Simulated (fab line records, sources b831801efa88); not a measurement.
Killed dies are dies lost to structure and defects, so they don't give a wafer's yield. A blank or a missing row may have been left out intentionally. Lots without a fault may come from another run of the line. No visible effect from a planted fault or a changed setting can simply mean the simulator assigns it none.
fab line records	flow sky130
record lots=7	wafers=21	last-day=49
route steps=708 shown CAPM@554 METAL3@555 PAD_OPEN@708
lots untouched by any fault: they come from a run of this same line in which no faults occurred
start-h: start of the lot's first displayed wafer, in hours after the record's first day	wait-h: hours since the lot's step before	" same as the row above	L1.1+2: one row covering several wafers at once	- no value, or no start given	* or withheld: withheld	< > ~ a bound
route shown NAME@n: names a module that has steps shown in the file, with the first one's number in the route	usual: mean/standard deviation of fault-free wafers	same: alike in all rows	chamber/n: place in a boat	sites: each site's reading	_std_site: standard deviation across them	_edge_site: mean of outer sites minus mean of inner sites	radius-mm: for every site, how far away it sits from the centre of the wafer	mask NAME#n: copy n	behind: tool/chamber where the wafer was last shaped	hold: the reason the lot was held/the length of the hold in hours/how it ended	device: the transistor (n, p or np) that didn't switch	end of line: the route-end tests of the same wafers	a step with no rows: only its recipe	killed: count of dies lost to structure and defects at first sort (not the wafer's yield)	map: per-die view of a wafer (x killed, . not killed, _ where there is no die)
set.NAME: the setting as run; set.NAME@STEP: as run at that earlier step	model.NAME: the simulator's own value behind a step, which no gauge read
lots at some steps of the route; a table a step, a row a wafer
services: from which hour (start-h, from the record's first day; less than 0 if before it) a tool's chamber was out of use, for how many hours, and why
## steps
# step SKY_CAPM_CLEAN_17
# recipe chemistry=O3/DIW	dry=n2-spin
# step SKY_METAL3_DEHYDRATE_05
# recipe temp-c=200	time-s=60
# step SKY_METAL3_HMDS_06
# recipe prime-time-s=60	prime-temp-c=120
# step SKY_METAL3_COAT_07
# recipe resist=BARC	temp-c=withheld	time-s=withheld	spin-rpm=3000	resist-thk-nm=60
# step SKY_METAL3_COAT_08
# recipe resist=KrF-thick	spin-rpm=3000	resist-thk-nm=1140
# step SKY_METAL3_SOFTBAKE_09
# recipe temp-c=100	time-s=90	resist=KrF-thick
# step SKY_METAL3_EXPOSE_10
# recipe mask-id=MM3	na=0.68	source-shape=annular	sigma-inner=0.4	sigma-outer=0.8	target-cd-nm=300	dose-mj=28
# step SKY_METAL3_PEB_11
# recipe peb-temp-c=withheld	peb-time-s=withheld	resist=KrF-thick
# step SKY_METAL3_DEVELOP_12
# recipe develop-time-s=60	resist=KrF-thick	dev-temp-c=21
# step SKY_METAL3_CD_MEAS_13
# recipe target-cd-nm=300
# usual cd-nm=300.4/1.3
lot.wafer	tool	chamber	start-h	wait-h	cd-nm
L972.1	cd-sem-01	-	927.83	-	301.0
L972.2	"	-	"	"	299.0
L972.4	"	-	"	"	299.0
L975.1	cd-sem-01	-	943.23	-	302.7
L975.2	"	-	"	"	302.5
L975.3	"	-	"	"	303.6
L985.2	cd-sem-02	-	1002.90	-	301.7
L985.5	"	-	"	"	301.4
L985.6	"	-	"	"	300.6
L986.3	cd-sem-02	-	1010.69	-	301.1
L986.4	"	-	"	"	300.9
L986.5	"	-	"	"	299.7
L987.4	cd-sem-02	-	1016.56	-	302.0
L987.5	"	-	"	"	301.7
L987.6	"	-	"	"	302.5
L988.3	cd-sem-01	-	1022.94	-	300.8
L988.5	"	-	"	"	299.4
L988.6	"	-	"	"	299.1
L991.1	cd-sem-01	-	1040.83	-	298.7
L991.2	"	-	"	"	298.9
L991.5	"	-	"	"	299.6
# step SKY_METAL3_OVL_MEAS_14
# usual METAL3_OVL=3/5.1
lot.wafer	tool	chamber	start-h	wait-h	METAL3_OVL[nm]
L972.1	overlay-02	-	927.95	0.1	0
L972.2	"	-	"	"	5
L972.4	"	-	"	"	9
L975.1	overlay-02	-	943.35	0.1	6
L975.2	"	-	"	"	8
L975.3	"	-	"	"	4
L985.2	overlay-01	-	1003.01	0.1	-2
L985.5	"	-	"	"	0
L985.6	"	-	"	"	2
L986.3	overlay-01	-	1010.78	0.1	2
L986.4	"	-	"	"	5
L986.5	"	-	"	"	3
L987.4	overlay-01	-	1016.64	0.1	-1
L987.5	"	-	"	"	1
L987.6	"	-	"	"	6
L988.3	overlay-02	-	1023.03	0.1	1
L988.5	"	-	"	"	4
L988.6	"	-	"	"	-3
L991.1	overlay-02	-	1040.95	0.1	3
L991.2	"	-	"	"	8
L991.5	"	-	"	"	3
# step SKY_METAL3_DESCUM_15
# recipe chemistry=O2	source-power-w=150	bias-power-w=0	pressure-mtorr=10	temp-c=40	time-s=8
# usual chamber-pressure-mTorr=9.999/0.0097	drypump-motor-current-A=5.5/0.34	oes-product-au=1.002/0.012
# same time-s=8
lot.wafer	tool	chamber	start-h	wait-h	chamber-pressure-mTorr	drypump-motor-current-A	oes-product-au	rf-hours-counter-h
L972.1	rie-metal-03	0	927.99	0.0	10.003	5.6	1.013	6
L972.2	"	1	"	"	10.007	5.1	1.007	10
L972.4	"	1	"	"	9.991	5.1	1.013	-
L975.1	rie-metal-03	0	943.39	0.0	9.986	5.5	1.012	7
L975.2	"	1	"	"	10.002	5.1	1.017	11
L975.3	"	1	"	"	10.018	5.1	1.016	-
L985.2	rie-metal-04	1	1003.04	0.0	10.003	5.8	0.997	21
L985.5	"	0	"	"	10.000	5.7	0.990	-
L985.6	"	1	"	"	10.013	5.8	1.009	-
L986.3	rie-metal-04	1	1010.82	0.0	10.006	5.8	1.003	-
L986.4	"	0	"	"	10.007	5.7	0.999	-
L986.5	"	0	"	"	10.004	5.7	1.002	-
L987.4	rie-metal-04	1	1016.67	0.0	10.003	5.8	1.012	-
L987.5	"	1	"	"	9.996	5.8	1.017	-
L987.6	"	0	"	"	10.000	5.7	0.989	-
L988.3	rie-metal-04	1	1023.08	0.0	10.004	5.8	1.005	-
L988.5	"	1	"	"	10.008	5.8	1.016	-
L988.6	"	1	"	"	10.019	5.8	1.009	-
L991.1	rie-metal-03	1	1040.99	0.0	10.009	5.1	1.004	16
L991.2	"	0	"	"	9.994	5.5	0.999	12
L991.5	"	0	"	"	9.996	5.5	1.018	-
# step SKY_METAL3_ETCH_16
# recipe chemistry=N2/H2	target=BARC	ion-energy-ev=200	bias-w=100	pressure-mtorr=30	n2-flow-sccm=100	h2-flow-sccm=200	icp-w=500	stop-on=SiO2	time-s=88.2	target-depth-a=600
# usual chamber-pressure-mTorr=30.001/0.026	drypump-motor-current-A=5.5/0.34	oes-product-au=0.626/0.0052	throttle-valve-pct=13.205/0.01
# same time-s=88.2
lot.wafer	tool	chamber	start-h	wait-h	chamber-pressure-mTorr	drypump-motor-current-A	oes-product-au	rf-hours-counter-h	throttle-valve-pct	model.KrF-thick_of_METAL3_COAT_08.thk-nm	model.METAL3.cd-nm
L972.1	rie-metal-03	0	928.02	0.0	29.987	5.5	0.628	6	13.196	1074	300.5
L972.2	"	1	"	"	30.006	5.1	0.628	10	13.201	1074	298.2
L972.4	"	1	"	"	29.991	5.1	0.623	-	13.185	1073	297.9
L975.1	rie-metal-03	0	943.42	0.0	29.965	5.5	0.623	7	13.198	1068	303.3
L975.2	"	1	"	"	29.984	5.1	0.627	11	13.217	1070	303.5
L975.3	"	1	"	"	30.061	5.1	0.621	-	13.210	1073	304.1
L985.2	rie-metal-04	1	1003.07	0.0	30.016	5.8	0.629	21	13.210	1072	303
L985.5	"	0	"	"	30.019	5.7	0.623	-	13.210	1079	302.2
L985.6	"	1	"	"	30.033	5.8	0.631	-	13.211	1075	300.7
L986.3	rie-metal-04	1	1010.87	0.0	30.005	5.8	0.629	-	13.190	1073	300.8
L986.4	"	0	"	"	29.980	5.7	0.634	-	13.204	1072	299.1
L986.5	"	0	"	"	29.993	5.7	0.617	-	13.184	1088	301.7
L987.4	rie-metal-04	1	1016.72	0.0	29.981	5.8	0.622	-	13.191	1074	302.4
L987.5	"	1	"	"	30.017	5.8	0.621	-	13.211	1091	306.4
L987.6	"	0	"	"	30.008	5.7	0.630	-	13.196	1075	302.8
L988.3	rie-metal-04	1	1023.18	0.1	29.989	5.8	0.619	-	13.215	1080	300.6
L988.5	"	1	"	"	29.999	5.8	0.625	-	13.205	1091	303.5
L988.6	"	1	"	"	29.982	5.8	0.625	-	13.190	1076	298.6
L991.1	rie-metal-03	1	1041.02	0.0	30.008	5.1	0.630	16	13.224	1075	299
L991.2	"	0	"	"	30.006	5.5	0.625	12	13.188	1078	297.3
L991.5	"	0	"	"	29.987	5.5	0.628	-	13.210	1073	298.8
# step SKY_METAL3_ETCH_17
# recipe target=SiO2	stop-on=TiN	chemistry=C4F8/O2/Ar	source-w=1500	bias-w=1200	pressure-mtorr=40	c4f8-flow-sccm=withheld	O2_flow_sccm=6	Ar_flow_sccm=300	time-s=3.9	target-depth-a=150
# usual chamber-pressure-mTorr=40.00/0.034	oes-product-au=0.752/0.0077
# same time-s=3.9
lot.wafer	tool	chamber	start-h	wait-h	chamber-pressure-mTorr	oes-product-au	rf-hours-counter-h	model.METAL3.cd-nm
L972.1	rie-diel-01	3	928.12	0.1	40.04	0.762	15	300.5
L972.2	"	1	"	"	39.94	0.754	13	298.2
L972.4	"	0	"	"	40.01	0.741	-	297.8
L975.1	rie-diel-02	1	943.52	0.1	40.00	0.756	13	303.4
L975.2	"	0	"	"	40.01	0.748	3	303.6
L975.3	"	3	"	"	40.02	0.746	14	304.1
L985.2	rie-diel-01	1	1003.17	0.1	39.97	0.750	15	303
L985.5	"	1	"	"	39.94	0.754	-	302.3
L985.6	"	2	"	"	39.99	0.755	-	300.7
L986.3	rie-diel-02	0	1010.93	0.0	40.00	0.743	5	300.9
L986.4	"	3	"	"	39.98	0.749	16	299.1
L986.5	"	0	"	"	39.97	0.750	-	301.8
L987.4	rie-diel-02	1	1016.78	0.0	40.01	0.746	15	302.5
L987.5	"	0	"	"	39.98	0.761	-	306.5
L987.6	"	1	"	"	40.05	0.754	-	303
L988.3	rie-diel-01	2	1023.32	0.1	39.98	0.740	3	300.7
L988.5	"	2	"	"	40.00	0.759	-	303.5
L988.6	"	1	"	"	39.99	0.755	-	298.6
L991.1	rie-diel-04	0	1041.12	0.1	40.01	0.749	25	299.1
L991.2	"	3	"	"	40.01	0.756	23	297.3
L991.5	"	3	"	"	40.02	0.751	-	298.7
# step SKY_METAL3_METAL_ETCH_18
# recipe target-depth-a=8450	stop-on=SiO2	over-etch-frac=0.3	time-s=183.1	chemistry=Cl2/BCl3	resist-sidewall-deg=88	pressure-mtorr=10	icp-w=900	bias-w=48.5	Cl2_flow_sccm=60	bcl3-flow-sccm=30
# usual chamber-pressure-mTorr=10.000/0.0098	drypump-motor-current-A=5.5/0.34	mfc-cl2-sccm=60.02/0.18	oes-product-au=0.865/0.0066	throttle-valve-pct=22.265/0.0077
# same time-s=183.1
lot.wafer	tool	chamber	start-h	wait-h	chamber-pressure-mTorr	drypump-motor-current-A	mfc-cl2-sccm	oes-product-au	rf-hours-counter-h	throttle-valve-pct
L972.1	rie-metal-04	0	928.14	0.0	10.009	5.7	59.85	0.855	1	22.250
L972.2	"	1	"	"	9.989	5.8	59.95	0.863	16	22.272
L972.4	"	1	"	"	9.995	5.8	59.98	0.865	-	22.254
L975.1	rie-metal-02	0	943.54	0.0	10.009	4.8	59.99	0.852	19	22.264
L975.2	"	1	"	"	10.006	5.7	60.12	0.853	15	22.268
L975.3	"	0	"	"	10.007	4.8	59.96	0.867	-	22.267
L985.2	rie-metal-02	0	1003.19	0.0	9.989	4.8	60.05	0.875	1	22.264
L985.5	"	1	"	"	10.009	5.8	60.20	0.853	-	22.275
L985.6	"	0	"	"	9.987	4.8	59.85	0.851	-	22.259
L986.3	rie-metal-03	1	1011.01	0.1	9.985	5.1	59.88	0.861	-	22.263
L986.4	"	0	"	"	9.994	5.5	60.11	0.872	-	22.263
L986.5	"	0	"	"	10.002	5.6	59.80	0.871	-	22.270
L987.4	rie-metal-03	1	1016.86	0.1	9.986	5.1	59.69	0.865	-	22.247
L987.5	"	1	"	"	9.993	5.1	59.92	0.857	-	22.258
L987.6	"	0	"	"	9.997	5.5	60.16	0.863	-	22.271
L988.3	rie-metal-03	0	1023.39	0.1	9.988	5.5	59.87	0.860	-	22.272
L988.5	"	1	"	"	9.999	5.1	60.02	0.865	-	22.268
L988.6	"	0	"	"	9.998	5.5	60.14	0.862	-	22.269
L991.1	rie-metal-02	0	1041.14	0.0	9.998	4.8	60.29	0.875	3	22.283
L991.2	"	1	"	"	9.995	5.7	60.10	0.871	22	22.272
L991.5	"	1	"	"	9.986	5.7	59.98	0.868	-	22.271
# step SKY_PAD_OPEN_PROBE_99
# usual defect-limited-yield=82.5/1.9	killed_at_M0_to_M3=43/6.8	killed_at_M4_up=3.0/1.6	killed-at-contacts=25/6	killed-at-front-end=15/4.4	killed-at-other=0.3/0.52	killed-dies=86/9.6	killed-open=47/6.7	killed-short=39/6.8	sort_bin_3_pad_short=0.9/0.43	sort_bin_5_function=10.3/1.5	sort_bin_6_memory=6.3/1.1	sort-n-pass=406/9.6	sort-yield-pct=82.5/1.9
# same gross-dies=492	killed-at-back-side=0	sort_bin_4_leakage[%]=0	sort_bin_8_speed[%]=0
lot.wafer	tool	chamber	start-h	wait-h	defect-limited-yield[%]	killed_at_M0_to_M3	killed_at_M4_up	killed-at-contacts	killed-at-front-end	killed-at-other	killed-dies	killed-open	killed-short	sort_bin_3_pad_short[%]	sort_bin_5_function[%]	sort_bin_6_memory[%]	sort-n-pass	sort-yield-pct[%]
L972.1	prober-01	-	1096.65	0.1	83.3	40	3	27	12	0	82	50	32	0.6	10.2	5.9	410	83.3
L972.2	prober-01	-	1096.70	0.1	82.3	45	0	23	19	0	87	45	41	1.0	11.6	5.1	405	82.3
L972.4	prober-01	-	1096.80	0.2	81.5	42	3	29	17	0	91	48	43	0.2	11.0	7.3	401	81.5
L975.1	prober-02	-	1109.00	0.1	80.7	50	2	25	17	1	95	53	42	1.0	11.6	6.7	397	80.7
L975.2	prober-02	-	1109.05	0.1	78.7	37	3	47	18	0	105	64	41	1.2	11.4	8.7	387	78.7
L975.3	prober-02	-	1109.10	0.2	84.6	34	3	21	17	1	76	39	37	0.8	8.3	6.3	416	84.6
L985.2	prober-02	-	1160.03	0.1	85.6	29	1	30	11	0	71	34	37	0.8	8.7	4.9	421	85.6
L985.5	prober-02	-	1160.18	0.2	82.7	43	3	26	13	0	85	45	40	0.6	10.8	5.9	407	82.7
L985.6	prober-02	-	1160.23	0.2	85.6	41	2	18	9	1	71	32	38	0.8	7.7	5.9	421	85.6
L986.3	prober-01	-	1165.30	0.2	80.3	47	1	26	22	1	97	43	54	0.6	12.8	6.3	395	80.3
L986.4	prober-01	-	1165.35	0.2	82.7	35	2	27	19	2	85	53	31	0.4	11.2	5.7	407	82.7
L986.5	prober-01	-	1165.40	0.2	81.7	48	6	22	14	0	90	45	45	0.2	10.6	7.5	402	81.7
L987.4	prober-02	-	1170.68	0.2	83.5	35	2	35	9	0	81	49	32	0.4	9.6	6.5	411	83.5
L987.5	prober-02	-	1170.73	0.2	82.3	35	8	27	16	1	87	47	39	0.6	11.2	5.9	405	82.3
L987.6	prober-02	-	1170.78	0.2	81.9	44	4	25	16	0	89	53	36	1.0	11.0	6.1	403	81.9
L988.3	prober-01	-	1174.50	0.2	80.7	57	4	27	7	0	95	60	35	0.8	10.6	7.9	397	80.7
L988.5	prober-01	-	1174.60	0.2	81.7	40	4	27	19	0	90	44	46	0.4	10.4	7.5	402	81.7
L988.6	prober-01	-	1174.65	0.2	84.1	44	4	25	5	0	78	41	36	0.8	8.5	6.5	414	84.1
L991.1	prober-02	-	1186.38	0.1	80.3	53	4	25	15	0	97	52	45	1.2	11.2	7.3	395	80.3
L991.2	prober-02	-	1186.43	0.1	82.1	43	2	24	19	0	88	45	43	0.6	10.8	6.5	404	82.1
L991.5	prober-02	-	1186.58	0.2	81.9	46	2	28	13	0	89	55	34	0.4	10.6	7.1	403	81.9
# killed by level:class
L972.1 VIA1:geometric-particle:open=12 CONTACT:geometric-particle:open=12 LI_CONTACT:geometric-particle:open=6 POLY_GATE:geometric-particle:open=5 METAL1:geometric-particle:short=5 CONTACT:geometric-particle:short=4 VIA1:geometric-particle:short=4 VIA2:geometric-particle:short=3
L972.2 CONTACT:geometric-particle:open=10 VIA1:geometric-particle:open=7 METAL2:geometric-particle:short=7 VIA3:geometric-particle:open=7 FIELD_ISO:geometric-particle:short=5 POLY_GATE:geometric-particle:open=5 LOCAL_INTERCONNECT:geometric-particle:short=4 METAL1:geometric-particle:short=4
L972.4 CONTACT:geometric-particle:open=12 VIA3:geometric-particle:open=9 METAL2:geometric-particle:short=9 VIA1:geometric-particle:open=8 CONTACT:geometric-particle:short=6 VIA2:geometric-particle:open=6 FIELD_ISO:geometric-particle:open=4 POLY_GATE:geometric-particle:short=4
L975.1 CONTACT:geometric-particle:open=14 VIA1:geometric-particle:open=14 POLY_GATE:geometric-particle:short=7 VIA3:geometric-particle:open=7 VIA2:geometric-particle:open=7 METAL1:geometric-particle:short=6 LI_CONTACT:geometric-particle:open=5 METAL2:geometric-particle:short=5
L975.2 CONTACT:geometric-particle:open=17 CONTACT:geometric-particle:short=11 LI_CONTACT:geometric-particle:open=10 VIA3:geometric-particle:open=8 POLY_GATE:geometric-particle:open=7 VIA1:geometric-particle:open=7 POLY_GATE:geometric-particle:short=6 VIA2:geometric-particle:open=6
L975.3 LI_CONTACT:geometric-particle:open=9 VIA2:geometric-particle:open=9 METAL2:geometric-particle:short=7 FIELD_ISO:geometric-particle:short=5 POLY_GATE:geometric-particle:short=5 VIA1:geometric-particle:open=5 CONTACT:geometric-particle:open=4 LOCAL_INTERCONNECT:geometric-particle:short=3
L985.2 CONTACT:geometric-particle:open=9 LI_CONTACT:geometric-particle:open=7 LOCAL_INTERCONNECT:geometric-particle:short=7 VIA1:geometric-particle:open=7 FIELD_ISO:geometric-particle:short=5 CONTACT:geometric-particle:short=4 VIA1:geometric-particle:short=4 VIA3:geometric-particle:open=4
L985.5 VIA1:geometric-particle:open=11 CONTACT:geometric-particle:open=10 METAL2:geometric-particle:short=8 CONTACT:geometric-particle:short=7 VIA3:geometric-particle:open=6 METAL1:geometric-particle:short=5 LI_CONTACT:geometric-particle:open=4 VIA2:geometric-particle:open=4
L985.6 VIA1:geometric-particle:open=9 LI_CONTACT:geometric-particle:short=7 METAL1:geometric-particle:short=7 CONTACT:geometric-particle:open=5 FIELD_ISO:geometric-particle:open=4 METAL2:geometric-particle:short=4 VIA3:geometric-particle:short=4 CONTACT:geometric-particle:short=3
L986.3 CONTACT:geometric-particle:open=9 FIELD_ISO:geometric-particle:open=8 CONTACT:geometric-particle:short=8 VIA1:geometric-particle:short=8 FIELD_ISO:geometric-particle:short=7 METAL1:geometric-particle:short=7 VIA1:geometric-particle:open=6 METAL2:geometric-particle:short=6
L986.4 VIA1:geometric-particle:open=10 FIELD_ISO:geometric-particle:open=8 CONTACT:geometric-particle:open=8 LI_CONTACT:geometric-particle:open=7 VIA2:geometric-particle:open=6 CONTACT:geometric-particle:short=5 VIA3:geometric-particle:open=5 POLY_GATE:geometric-particle:open=4
L986.5 VIA1:geometric-particle:open=15 CONTACT:geometric-particle:open=11 VIA1:geometric-particle:short=8 POLY_GATE:geometric-particle:short=5 VIA2:geometric-particle:open=5 FIELD_ISO:geometric-particle:short=4 CONTACT:geometric-particle:short=4 METAL2:geometric-particle:short=4
L987.4 LI_CONTACT:geometric-particle:open=13 VIA1:geometric-particle:open=12 CONTACT:geometric-particle:open=8 LI_CONTACT:geometric-particle:short=5 CONTACT:geometric-particle:short=5 VIA2:geometric-particle:open=5 LOCAL_INTERCONNECT:geometric-particle:short=4 METAL1:geometric-particle:short=3
L987.5 VIA1:geometric-particle:open=12 CONTACT:geometric-particle:open=10 POLY_GATE:geometric-particle:open=6 METAL4:geometric-particle:short=6 FIELD_ISO:geometric-particle:short=5 LI_CONTACT:geometric-particle:open=5 LOCAL_INTERCONNECT:geometric-particle:short=5 METAL1:geometric-particle:short=5
L987.6 LI_CONTACT:geometric-particle:open=11 VIA3:geometric-particle:open=10 VIA1:geometric-particle:open=9 VIA2:geometric-particle:open=7 CONTACT:geometric-particle:open=6 VIA1:geometric-particle:short=5 METAL4:geometric-particle:short=4 POLY_GATE:geometric-particle:short=4
L988.3 VIA3:geometric-particle:open=14 CONTACT:geometric-particle:open=13 VIA1:geometric-particle:open=9 LI_CONTACT:geometric-particle:open=8 METAL2:geometric-particle:short=8 VIA2:geometric-particle:open=6 VIA1:geometric-particle:short=5 VIA3:geometric-particle:short=5
L988.5 CONTACT:geometric-particle:open=11 LI_CONTACT:geometric-particle:open=8 VIA2:geometric-particle:open=6 FIELD_ISO:geometric-particle:open=5 POLY_GATE:geometric-particle:open=5 CONTACT:geometric-particle:short=5 METAL1:geometric-particle:short=5 VIA1:geometric-particle:short=5
L988.6 CONTACT:geometric-particle:open=10 VIA1:geometric-particle:open=9 VIA1:geometric-particle:short=7 VIA2:geometric-particle:open=5 CONTACT:geometric-particle:short=5 VIA3:geometric-particle:short=5 LI_CONTACT:geometric-particle:open=4 METAL1:geometric-particle:short=4
L991.1 VIA1:geometric-particle:open=14 CONTACT:geometric-particle:open=13 METAL2:geometric-particle:short=11 VIA3:geometric-particle:open=9 FIELD_ISO:geometric-particle:open=6 LOCAL_INTERCONNECT:geometric-particle:short=6 VIA2:geometric-particle:short=6 CONTACT:geometric-particle:short=5
L991.2 VIA1:geometric-particle:open=8 VIA3:geometric-particle:open=8 CONTACT:geometric-particle:open=7 METAL2:geometric-particle:short=7 LI_CONTACT:geometric-particle:open=6 CONTACT:geometric-particle:short=6 VIA1:geometric-particle:short=5 VIA2:geometric-particle:short=5
L991.5 LI_CONTACT:geometric-particle:open=9 CONTACT:geometric-particle:short=9 VIA2:geometric-particle:open=9 VIA1:geometric-particle:open=9 CONTACT:geometric-particle:open=8 VIA3:geometric-particle:open=6 FIELD_ISO:geometric-particle:open=5 VIA1:geometric-particle:short=5
## services
tool	chamber	start-h	hours	kind
rie-diel-01	2	905.18	-	clean
rie-diel-01	2	905.18	28.8	scheduled-down
rie-diel-01	2	905.18	28.8	vent-cycle
rie-metal-04	-	918.65	1.3	repair
rie-metal-02	-	937.76	2.8	pm
rie-diel-02	-	959.69	0.3	repair
rie-metal-02	0	962.56	-	clean
rie-metal-02	0	962.56	23.4	scheduled-down
rie-metal-02	0	962.56	23.4	vent-cycle
rie-diel-04	3	966.24	6.9	repair
rie-diel-02	0	977.08	8.7	repair
rie-diel-04	1	993.94	7.2	repair
rie-diel-02	-	994.00	14.6	pm
rie-diel-04	-	999.06	0.7	repair
rie-metal-04	0	1019.67	4.6	repair
rie-metal-03	-	1024.43	2.8	pm
rie-diel-02	0	1035.58	21.4	repair
## key
first-sign none at tools or gauges
model-effect step=SKY_METAL3_ETCH_16	value=KrF-thick_of_METAL3_COAT_08.thk-nm	without=1077	struck=1090
model-effect step=SKY_METAL3_ETCH_17	value=METAL3.cd-nm	without=299.6	struck=303.9
met-at SKY_METAL3_ETCH_16
struck-wafers L986.5,L987.5,L988.5
onset-between 1003.07 1010.87
fault kind=process-parameter-drift	tool=rie-metal-04	chamber=-	onset-h=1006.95	steps=SKY_METAL3_ETCH_16	channel=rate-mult	offset=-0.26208	shape=step	end-h=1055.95	scope=struck-wafers-only
